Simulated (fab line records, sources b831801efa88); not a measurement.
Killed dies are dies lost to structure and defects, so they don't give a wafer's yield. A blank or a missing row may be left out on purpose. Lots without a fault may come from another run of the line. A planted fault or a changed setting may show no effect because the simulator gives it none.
Chamber matching | flow sky130 | SKY_FIELD_ISO_ETCH_15 on rie_diel-02: 4 sister chambers
The step etches the open film in CHF3/O2, stops on Si, target depth 180 nm, time 72 s. 4 wafers are shown with their chamber, then 11 later ones without.

WAFERS WITH THEIR CHAMBER
wafer  | chamber | drypump_motor_current_A (A)
L085.2 | 0       | 5.87
L088.3 | 3       | 6.18
L088.6 | 2       | 6.28
L091.2 | 1       | 6.02

WAFERS WITHOUT THEIR CHAMBER
wafer  | drypump_motor_current_A (A)
L091.4 | 6.27
L091.6 | 5.86
L093.4 | 5.86
L093.5 | 6.04
L093.6 | 5.85
L095.1 | 6.00
L095.3 | 5.87
L095.6 | 5.97
L096.1 | 6.02
L096.3 | 6.18
L096.5 | 6.28

WHICH CHAMBER EACH WENT THROUGH
wafer  | from the rows above | in truth
L091.4 | 2                   | 2
L091.6 | 0                   | 0
L093.4 | 0                   | 0
L093.5 | 1                   | 1
L093.6 | 0                   | 0
L095.1 | 1                   | 1
L095.3 | 0                   | 0
L095.6 | 1                   | 1
L096.1 | 1                   | 1
L096.3 | 3                   | 3
L096.5 | 2                   | 2
Placed correctly: 11 of 11. Can't be placed from these rows: 0. Placed wrongly: 0.
How it was worked out, from the rows above alone: a wafer's distance from a chamber is the root of the sum, over the readings, of the square of ((its reading less the chamber's mean) divided by the reading's scatter). The wafer belongs to the nearest chamber; if the next one is less than 2 further off, it can't be placed. A chamber's mean is the mean of its shown wafers. The scatter: with one shown wafer a chamber, the root of the mean of the squares of how far each hidden wafer lies from its nearest shown one.
